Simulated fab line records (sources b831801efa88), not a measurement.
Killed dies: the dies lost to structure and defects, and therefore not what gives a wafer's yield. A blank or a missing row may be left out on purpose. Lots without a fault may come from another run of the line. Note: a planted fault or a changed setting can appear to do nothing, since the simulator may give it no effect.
fab line records	flow gf180mcu
record lots=13	wafers=39	last_day=34
route steps=602 shown HV_LDD@208 SALICIDE@282 CONTACT@287
lots with no fault: from the same line, run without faults
start_h: start of the lot's first displayed wafer, in hours after the record's first day	wait_h: hours elapsed since this lot's preceding step	" the same as in the row above	L1.1+2: a single row standing in for several wafers	- no value present, or no start provided	* or withheld: withheld	< > ~ a bound
route shown NAME@n: a module of which the file shows steps, and the number in the route of the first	usual: mean/standard deviation taken from wafers without a fault	same: alike in all rows	chamber/n: place in a boat	sites: per-site readings	_std_site: standard deviation across them	_edge_site: the outer-site mean with the inner-site mean subtracted	radius_mm: how far each site lies from the wafer's centre	mask NAME#n: copy n	behind: the most recent tool/chamber to have shaped the wafer	hold: what put the lot on hold/how long, in hours/how the hold closed	device: the n, p or np transistor that did not switch	end of line: tests of these same wafers at the route's end	where a step has no rows: the recipe by itself	killed: not the wafer's yield, but the dies lost to structure and defects at the first sort	map: a wafer's dies, marking killed ones x, the rest . and places with no die _
set.NAME: the run value of the setting; set.NAME@STEP: its run value at that earlier step	model.NAME: the simulator's own value behind a step, which no gauge read
the route's steps for a sample of lots (tables are steps, rows are wafers)
services: the hour from which a tool's chamber was out of use, counted from the record's first day as start_h (under 0 if before that day), plus the number of hours and why
## steps
# step GF_HV_LDD_OVL_MEAS_32
# usual HV_LDD_02_OVL=-0.6/1.3
lot.wafer	tool	chamber	start_h	wait_h	HV_LDD_02_OVL[nm]
L517.2	overlay-01	-	256.28	0.1	-0.3
L517.3	"	-	"	"	1.7
L517.5	"	-	"	"	-0.4
L518.1	overlay-02	-	262.92	0.1	0.0
L518.2	"	-	"	"	-2.4
L518.4	"	-	"	"	-0.6
L520.1	overlay-02	-	282.77	0.1	-1.2
L520.3	"	-	"	"	-1.3
L520.6	"	-	"	"	-0.9
L521.3	overlay-02	-	286.44	0.1	-0.2
L521.4	"	-	"	"	-0.3
L521.6	"	-	"	"	-1.0
L522.4	overlay-02	-	298.09	0.1	-1.6
L522.5	"	-	"	"	1.8
L522.6	"	-	"	"	0.3
L523.2	overlay-02	-	305.13	0.1	0.8
L523.3	"	-	"	"	0.9
L523.4	"	-	"	"	1.4
L528.1	overlay-01	-	340.17	0.1	-1.2
L528.3	"	-	"	"	0.3
L528.6	"	-	"	"	0.3
L530.2	overlay-02	-	363.38	0.1	-1.2
L530.4	"	-	"	"	-1.3
L530.5	"	-	"	"	-1.1
L534.1	overlay-02	-	393.52	0.1	0.4
L534.2	"	-	"	"	2.0
L534.3	"	-	"	"	-0.2
L536.2	overlay-02	-	414.33	0.1	-0.2
L536.3	"	-	"	"	-0.3
L536.5	"	-	"	"	-0.2
L537.1	overlay-01	-	419.82	0.1	-0.7
L537.3	"	-	"	"	0.4
L537.6	"	-	"	"	-1.5
L538.1	overlay-01	-	423.72	0.1	0.0
L538.4	"	-	"	"	-2.4
L538.6	"	-	"	"	-1.6
L539.4	overlay-01	-	431.19	0.1	-0.3
L539.5	"	-	"	"	-0.6
L539.6	"	-	"	"	-0.5
# step GF_SALICIDE_RS_MEAS_04
# recipe thk_meas_gauge=four-point-probe	reads=TiN_of_SALICIDE_SPUTTER_03+Co_of_SALICIDE_SPUTTER_02
# usual SALICIDE_TIN_RS=16.3/0.33
lot.wafer	tool	chamber	start_h	wait_h	SALICIDE_TIN_RS[ohm/sq]
L517.2	film_metro-01	-	343.42	0.0	16.5
L517.3	"	-	"	"	16.8
L517.5	"	-	"	"	16.4
L518.1	film_metro-04	-	350.36	0.0	16.3
L518.2	"	-	"	"	16.5
L518.4	"	-	"	"	16.3
L520.1	film_metro-01	-	371.72	0.0	16.0
L520.3	"	-	"	"	15.9
L520.6	"	-	"	"	15.9
L521.3	film_metro-02	-	377.14	0.1	16.7
L521.4	"	-	"	"	16.5
L521.6	"	-	"	"	16.7
L522.4	film_metro-02	-	389.53	0.1	16.0
L522.5	"	-	"	"	16.1
L522.6	"	-	"	"	16.1
L523.2	film_metro-04	-	398.03	0.0	16.2
L523.3	"	-	"	"	16.0
L523.4	"	-	"	"	16.2
L528.1	film_metro-04	-	437.00	0.0	17.0
L528.3	"	-	"	"	16.7
L528.6	"	-	"	"	16.7
L530.2	film_metro-04	-	461.52	0.0	16.4
L530.4	"	-	"	"	16.5
L530.5	"	-	"	"	16.6
L534.1	film_metro-01	-	493.49	0.0	15.6
L534.2	"	-	"	"	15.7
L534.3	"	-	"	"	15.8
L536.2	film_metro-01	-	514.93	0.0	15.7
L536.3	"	-	"	"	15.8
L536.5	"	-	"	"	15.7
L537.1	film_metro-01	-	520.20	0.0	16.6
L537.3	"	-	"	"	16.8
L537.6	"	-	"	"	16.8
L538.1	film_metro-02	-	524.17	0.0	16.1
L538.4	"	-	"	"	16.4
L538.6	"	-	"	"	16.1
L539.4	film_metro-02	-	531.11	0.1	16.4
L539.5	"	-	"	"	16.2
L539.6	"	-	"	"	16.1
# step GF_CONTACT_CVD_00
# recipe material=SiO2	target_thk_nm=300	sigma_open_frac=0.3	temp_c=400	time_s=50	sih4_flow_sccm=60	pressure_mtorr=6
# usual sih4_flow_sccm=60.00/0.18
# same time_s=50
lot.wafer	tool	chamber	start_h	wait_h	sih4_flow_sccm
L517.2	hdpcvd-02	0	343.87	0.1	59.89
L517.3	"	1	"	"	60.03
L517.5	"	1	"	"	59.97
L518.1	hdpcvd-02	0	350.84	0.1	60.03
L518.2	"	1	"	"	59.96
L518.4	"	0	"	"	60.03
L520.1	hdpcvd-01	2	372.19	0.1	59.90
L520.3	"	0	"	"	60.09
L520.6	"	2	"	"	59.83
L521.3	hdpcvd-01	0	377.57	0.1	59.99
L521.4	"	2	"	"	60.03
L521.6	"	1	"	"	59.88
L522.4	hdpcvd-02	0	389.97	0.1	60.05
L522.5	"	2	"	"	59.64
L522.6	"	1	"	"	60.05
L523.2	hdpcvd-02	2	398.49	0.1	60.13
L523.3	"	1	"	"	59.85
L523.4	"	2	"	"	59.83
L528.1	hdpcvd-02	0	437.47	0.1	47.99
L528.3	"	1	"	"	59.93
L528.6	"	0	"	"	48.01
L530.2	hdpcvd-02	2	461.98	0.1	60.09
L530.4	"	2	"	"	60.33
L530.5	"	0	"	"	48.16
L534.1	hdpcvd-01	2	493.96	0.1	60.13
L534.2	"	1	"	"	59.93
L534.3	"	0	"	"	59.82
L536.2	hdpcvd-02	1	515.39	0.1	59.88
L536.3	"	2	"	"	60.20
L536.5	"	0	"	"	60.00
L537.1	hdpcvd-01	1	520.67	0.1	60.25
L537.3	"	0	"	"	59.85
L537.6	"	0	"	"	59.89
L538.1	hdpcvd-02	2	524.64	0.1	59.89
L538.4	"	2	"	"	60.16
L538.6	"	1	"	"	60.35
L539.4	hdpcvd-02	0	531.54	0.1	60.06
L539.5	"	1	"	"	59.76
L539.6	"	2	"	"	60.17
# step GF_CONTACT_THK_MEAS_01
# recipe reads=SiO2_of_CONTACT_CVD_00
# usual CONTACT_CVD_00_THK=300.5/2.9
lot.wafer	tool	chamber	start_h	wait_h	CONTACT_CVD_00_THK[nm]
L517.2	film_metro-04	-	343.93	0.0	301.3
L517.3	"	-	"	"	303.5
L517.5	"	-	"	"	297.2
L518.1	film_metro-02	-	350.88	0.0	299.7
L518.2	"	-	"	"	297.8
L518.4	"	-	"	"	299.7
L520.1	film_metro-04	-	372.24	0.0	293.5
L520.3	"	-	"	"	292.4
L520.6	"	-	"	"	292.1
L521.3	film_metro-03	-	377.64	0.0	297.6
L521.4	"	-	"	"	297.1
L521.6	"	-	"	"	296.4
L522.4	film_metro-04	-	390.02	0.0	299.5
L522.5	"	-	"	"	303.3
L522.6	"	-	"	"	299.3
L523.2	film_metro-04	-	398.55	0.0	305.4
L523.3	"	-	"	"	299.6
L523.4	"	-	"	"	305.4
L528.1	film_metro-02	-	437.51	0.0	245.8
L528.3	"	-	"	"	301.3
L528.6	"	-	"	"	242.3
L530.2	film_metro-02	-	462.03	0.0	302.8
L530.4	"	-	"	"	301.0
L530.5	"	-	"	"	241.1
L534.1	film_metro-02	-	494.00	0.0	301.5
L534.2	"	-	"	"	300.0
L534.3	"	-	"	"	297.9
L536.2	film_metro-04	-	515.44	0.0	298.7
L536.3	"	-	"	"	304.4
L536.5	"	-	"	"	301.9
L537.1	film_metro-04	-	520.72	0.0	297.6
L537.3	"	-	"	"	300.0
L537.6	"	-	"	"	300.2
L538.1	film_metro-04	-	524.69	0.0	302.0
L538.4	"	-	"	"	303.8
L538.6	"	-	"	"	299.3
L539.4	film_metro-02	-	531.60	0.0	300.9
L539.5	"	-	"	"	301.2
L539.6	"	-	"	"	299.5
# step GF_CONTACT_THK_MEAS_03
# recipe reads=SiO2_of_CONTACT_CVD_02
# usual CONTACT_CVD_02_THK=858/12
lot.wafer	tool	chamber	start_h	wait_h	CONTACT_CVD_02_THK[nm]
L517.2	film_metro-03	-	344.06	0.0	861
L517.3	"	-	"	"	860
L517.5	"	-	"	"	885
L518.1	film_metro-03	-	351.01	0.0	850
L518.2	"	-	"	"	858
L518.4	"	-	"	"	874
L520.1	film_metro-03	-	372.37	0.0	847
L520.3	"	-	"	"	847
L520.6	"	-	"	"	859
L521.3	film_metro-04	-	377.77	0.1	854
L521.4	"	-	"	"	859
L521.6	"	-	"	"	863
L522.4	film_metro-02	-	390.15	0.0	858
L522.5	"	-	"	"	867
L522.6	"	-	"	"	861
L523.2	film_metro-02	-	398.68	0.0	856
L523.3	"	-	"	"	852
L523.4	"	-	"	"	870
L528.1	film_metro-03	-	437.64	0.0	840
L528.3	"	-	"	"	853
L528.6	"	-	"	"	870
L530.2	film_metro-04	-	462.16	0.0	863
L530.4	"	-	"	"	869
L530.5	"	-	"	"	871
L534.1	film_metro-04	-	494.13	0.0	837
L534.2	"	-	"	"	838
L534.3	"	-	"	"	844
L536.2	film_metro-03	-	515.57	0.0	850
L536.3	"	-	"	"	845
L536.5	"	-	"	"	876
L537.1	film_metro-02	-	520.85	0.0	853
L537.3	"	-	"	"	853
L537.6	"	-	"	"	870
L538.1	film_metro-03	-	524.82	0.0	828
L538.4	"	-	"	"	841
L538.6	"	-	"	"	843
L539.4	film_metro-04	-	531.73	0.0	860
L539.5	"	-	"	"	855
L539.6	"	-	"	"	854
# step GF_CONTACT_ETCH_17
# recipe chemistry=C4F8/O2/Ar	mask_material=KrF	target=SiO2	stop_on=CoSi2	source_w=1500	bias_w=1200	pressure_mtorr=40	c4f8_flow_sccm=withheld	O2_flow_sccm=6	Ar_flow_sccm=300	time_s=withheld	target_depth_a=8600
# usual bias_w=1200/3.4	oes_product_au=0.815/0.0049
lot.wafer	tool	chamber	start_h	wait_h	bias_w	oes_product_au
L517.2	rie_diel-02	1	-	-	1201	0.819
L517.3	"	0	"	"	1198	0.812
L517.5	"	2	"	"	1202	0.807
L518.1	rie_diel-03	2	-	-	1201	0.813
L518.2	"	3	"	"	1195	0.813
L518.4	"	2	"	"	1203	0.822
L520.1	rie_diel-02	2	-	-	1196	0.806
L520.3	"	1	"	"	1198	0.818
L520.6	"	3	"	"	1202	0.809
L521.3	rie_diel-03	3	-	-	1201	0.818
L521.4	"	1	"	"	1200	0.807
L521.6	"	1	"	"	1199	0.816
L522.4	rie_diel-02	1	-	-	1199	0.816
L522.5	"	2	"	"	1203	0.823
L522.6	"	3	"	"	1204	0.814
L523.2	rie_diel-03	0	-	-	1203	0.811
L523.3	"	3	"	"	1199	0.822
L523.4	"	1	"	"	1203	0.821
L528.1	rie_diel-03	1	-	-	1201	0.786
L528.3	"	0	"	"	1196	0.812
L528.6	"	3	"	"	1205	0.783
L530.2	rie_diel-03	2	-	-	1199	0.822
L530.4	"	1	"	"	1197	0.823
L530.5	"	0	"	"	1197	0.789
L534.1	rie_diel-03	1	-	-	1202	0.817
L534.2	"	0	"	"	1198	0.822
L534.3	"	2	"	"	1198	0.811
L536.2	rie_diel-04	1	-	-	1198	0.817
L536.3	"	2	"	"	1207	0.816
L536.5	"	3	"	"	1203	0.814
L537.1	rie_diel-04	1	-	-	1200	0.813
L537.3	"	2	"	"	1195	0.817
L537.6	"	2	"	"	1192	0.812
L538.1	rie_diel-02	0	-	-	1195	0.818
L538.4	"	3	"	"	1201	0.814
L538.6	"	3	"	"	1202	0.812
L539.4	rie_diel-02	2	-	-	1197	0.819
L539.5	"	2	"	"	1197	0.814
L539.6	"	3	"	"	1200	0.816
## services
tool	chamber	start_h	hours	kind
rie_diel-02	1	340.77	2.7	repair
rie_diel-03	0	370.32	4.8	repair
rie_diel-03	-	397.13	2.8	pm
hdpcvd-01	1	421.36	4.9	repair
rie_diel-03	0	423.73	8.8	repair
rie_diel-04	1	424.83	3.0	repair
rie_diel-03	3	487.02	3.9	repair
rie_diel-02	-	494.99	0.7	repair
rie_diel-03	1	504.06	9.3	repair
hdpcvd-02	-	537.97	0.8	repair
hdpcvd-02	-	539.25	15.0	pm
hdpcvd-02	0	539.25	15.0	vent_cycle
hdpcvd-02	1	539.25	15.0	vent_cycle
hdpcvd-02	2	539.25	15.0	vent_cycle
rie_diel-02	-	539.63	2.8	pm
hdpcvd-02	0	554.25	-	clean
hdpcvd-02	1	554.25	-	clean
hdpcvd-02	2	554.25	-	clean
## key
first_sign step=GF_CONTACT_CVD_00	reading=sih4_flow_sccm	direction=down	sigmas=68	usual=60.00	struck=48.05
effect step=GF_CONTACT_THK_MEAS_01	reading=CONTACT_CVD_00_THK	direction=down	sigmas=20	usual=300.5	struck=243.1
effect step=GF_CONTACT_ETCH_17	reading=oes_product_au	direction=down	sigmas=6	usual=0.815	struck=0.786
met_at GF_CONTACT_CVD_00
struck_lots L528,L530
struck_wafers L528.1,L528.6,L530.5
tester_left_out L528,L530
not_acting_at GF_HV_LDD_OVL_MEAS_32,GF_SALICIDE_RS_MEAS_04,GF_CONTACT_THK_MEAS_03
onset_between 389.97 437.47
fault kind=process_parameter_drift	tool=hdpcvd-02	chamber=0	onset_h=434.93	steps=GF_CONTACT_CVD_00	channel=sih4_flow_sccm	offset=-12	shape=step	end_h=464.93	acts_in=these_recipes_only	stated=60
# tester_left_out: of these lots the tester's yield and bins aren't shown, on N5 and GAA mostly nor the transistor test; their killed dies are dies lost to structure and defects alone, not to doping, threshold or leakage, so they don't give the yield
